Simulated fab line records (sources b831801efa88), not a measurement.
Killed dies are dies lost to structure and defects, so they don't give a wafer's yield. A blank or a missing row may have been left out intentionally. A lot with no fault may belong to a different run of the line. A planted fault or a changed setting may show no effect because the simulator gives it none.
Comparing a struck lot with a sound one + flow gf180mcu + 15 out of 602 route steps
Sound: these wafers, L458.1, L458.2, L458.4. Wafers L459.1, L459.3, L459.5 were the ones struck. The cause comes at the end.
For every step that has rows: the tool of each side, followed by ch and its chambers, followed by its first start. Under that, the readings that differ: sound wafers + struck wafers + difference of the means + sigmas: that difference in standard deviations of wafers without a fault.
alike: a reading whose means differ by less than 2 such deviations, as well as words and numbers matching on both sides. not compared: withheld readings; readings where some wafer has no value; bounds like >300 that might hide an equal value; numbers whose values overlap and for which the record gives no deviation.
A row with sigmas, a row that says differs or no value, or rows on one side alone: a step with any of these is where the two part. Numbers that have no deviation but don't overlap get no sigmas and don't part them. A reading that every wafer of one side lacks parts them only if that side has two wafers or more.

first, 7 steps without rows for these wafers: GF_V3_HMDS_07 (prime time 60 s); GF_V3_COAT_08; GF_V3_COAT_09 (resist thk 1000 nm); GF_V3_SOFTBAKE_10 (time 60 s); GF_V3_EXPOSE_11 (exposes mask Via3, target cd 260 nm); GF_V3_PEB_12 (peb time 90 s); GF_V3_DEVELOP_13 (develop time 60 s).
GF_V3_CD_MEAS_14 targets a cd of 260 nm.
  sound: cd-sem-01 at day 24 00:05; struck: cd-sem-01 at day 24 05:11
  alike: cd-nm
GF_V3_OVL_MEAS_15:
  sound: overlay-01 at day 24 00:12; struck: overlay-01 at day 24 05:18
  alike: V3_OVL
GF_V3_ETCH_16: etches BARC in N2/H2.
  sound on rie-diel-04 ch 0,1,3, day 24 00:14; struck on rie-diel-04 ch 0,2,3, day 24 05:20
  alike: drypump-motor-current-A, n2-flow-sccm, oes-product-au, throttle-valve-pct
GF_V3_ETCH_17: etches SiO2 in C4F8/O2/Ar, stops on TiN, target depth 635 nm.
  sound on rie-diel-04 ch 0,1,3; struck on rie-diel-04 ch 0,2,3
  alike: oes-product-au
GF_V3_STRIP_18: strips in O2/N2.
  sound on plasma-asher-03 ch 0,1, day 24 00:22; struck on plasma-asher-03 ch 0,1, day 24 05:28
  alike: chamber-pressure-mTorr, drypump-motor-current-A, heater-power-w, n2-flow-sccm, oes-product-au
  not compared: rf-hours-counter-h
GF_V3_STRIP_19: strips in post etch residue remover, time 1200 s.
  sound on wet-bench-03 ch 2, day 24 00:28; struck on wet-bench-02 ch 2, day 24 05:34
  no value came back on the struck wafers for bath-guard-temp-C (C), bath-heat-duty-pct (%); on the sound wafers bath-guard-temp-C (C) reads 72.5 72.3 72.8
then, 1 step without rows for these wafers: GF_V3_CLEAN_20 (cleans in DIW).
-- the record jumps here: 6 days lie between the struck wafers' starts before and after (it left off in module V3 and takes up again in module PASSIVATION, whose first step shown is number 602 of the route) --
GF_PASSIVATION_PROBE_99:
  sound: prober-02 at day 30 08:20; struck: prober-01 at day 30 13:17
| reading                       | sound            | struck           | difference | sigmas |
|-------------------------------|------------------|------------------|------------|--------|
| model.etest.via3-chain.rc-ohm | 6.742 6.408 6.63 | 7.79 7.579 7.498 | +1.03      |        |

WHERE THEY PART
Only at GF_V3_STRIP_19, within this record.

WHY: the cause the simulator had injected
At GF_V3_STRIP_19, the step was skipped entirely on wet-bench-02 from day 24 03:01 on. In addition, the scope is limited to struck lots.
